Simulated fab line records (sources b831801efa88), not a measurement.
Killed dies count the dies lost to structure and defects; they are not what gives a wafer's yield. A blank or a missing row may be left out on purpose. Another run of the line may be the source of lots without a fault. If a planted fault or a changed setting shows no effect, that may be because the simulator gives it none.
Matching of chambers | flow sky130 | SKY_POLY_GATE_ETCH_17 on rieSi-01 has 4 sister chambers
The step etches poly-Si in HBr/Cl2, stops on SiO2, target depth 180 nm, time 70.5 s. 16 wafers are shown with their chamber, then 8 later ones without.

== WAFERS, EACH WITH ITS CHAMBER ==
wafer  | chamber | drypumpMotorCurrentA (A) | oesProductAu (a.u.) | rfFwdPowerW (W)
L860.2 | 0       | 5.2                      | 0.984               | 396.3
L860.3 | 2       | 4.7                      | 0.990               | 396.9
L860.6 | 0       | 5.2                      | 0.987               | 397.9
L861.1 | 3       | 6.2                      | 1.002               | 398.1
L861.2 | 2       | 4.7                      | 0.992               | 398.0
L861.5 | 3       | 6.2                      | 0.985               | 398.5
L865.3 | 3       | 6.1                      | 0.990               | 397.1
L865.4 | 0       | 5.2                      | 0.986               | 394.9
L865.6 | 2       | 4.7                      | 0.994               | 398.2
L869.1 | 0       | 5.2                      | 0.985               | 394.6
L869.2 | 1       | 4.8                      | 0.999               | 397.2
L869.6 | 3       | 6.2                      | 0.981               | 398.5
L870.3 | 3       | 6.2                      | 0.981               | 397.4
L870.5 | 3       | 6.2                      | 0.977               | 398.5
L870.6 | 0       | 5.2                      | 0.977               | 394.3
L872.3 | 2       | 4.7                      | 0.995               | 398.1

SIGNATURES (averages over the wafers above)
reading              | chamber 0 | chamber 1 | chamber 2 | chamber 3 | scatter within a chamber
drypumpMotorCurrentA | 5.200     | 4.800     | 4.700     | 6.183     | 0.0264
oesProductAu         | 0.98380   | 0.99900   | 0.99275   | 0.98600   | 0.00633
rfFwdPowerW          | 395.600   | 397.200   | 397.800   | 398.017   | 1
Rule: for each reading, subtract the chamber's mean from the wafer's reading, divide by that reading's scatter and square the result; add these up over the readings and take the root, which gives the wafer's distance from the chamber. If the next closest chamber is less than 2 further off than the closest, the wafer can't be placed; otherwise it belongs to the closest. How the scatter is found: for the shown wafers, subtract from each reading the mean of its chamber, square and add these, divide the total by (wafers less chambers), then take the root.

== WAFERS WITHOUT THEIR CHAMBER ==
wafer  | drypumpMotorCurrentA (A) | oesProductAu (a.u.) | rfFwdPowerW (W)
L872.4 | 6.2                      | 0.987               | 396.8
L872.6 | 5.2                      | 0.988               | 393.7
L873.3 | 6.2                      | 0.979               | 398.4
L873.6 | 6.1                      | 0.979               | 399.2
L876.5 | 4.7                      | 0.992               | 397.5
L876.6 | 6.1                      | 0.986               | 397.7
L878.4 | 6.2                      | 0.996               | 396.5
L878.5 | 4.9                      | 0.983               | 395.8

== EACH ONE'S CHAMBER ==
wafer  | from the rows above | in truth
L872.4 | 3                   | 3
L872.6 | 0                   | 0
L873.3 | 3                   | 3
L873.6 | 3                   | 3
L876.5 | 2                   | 2
L876.6 | 3                   | 3
L878.4 | 3                   | 3
L878.5 | 1                   | 1
8 of 8 placed correctly. Left unplaced by these rows: 0. Number placed wrongly: 0.
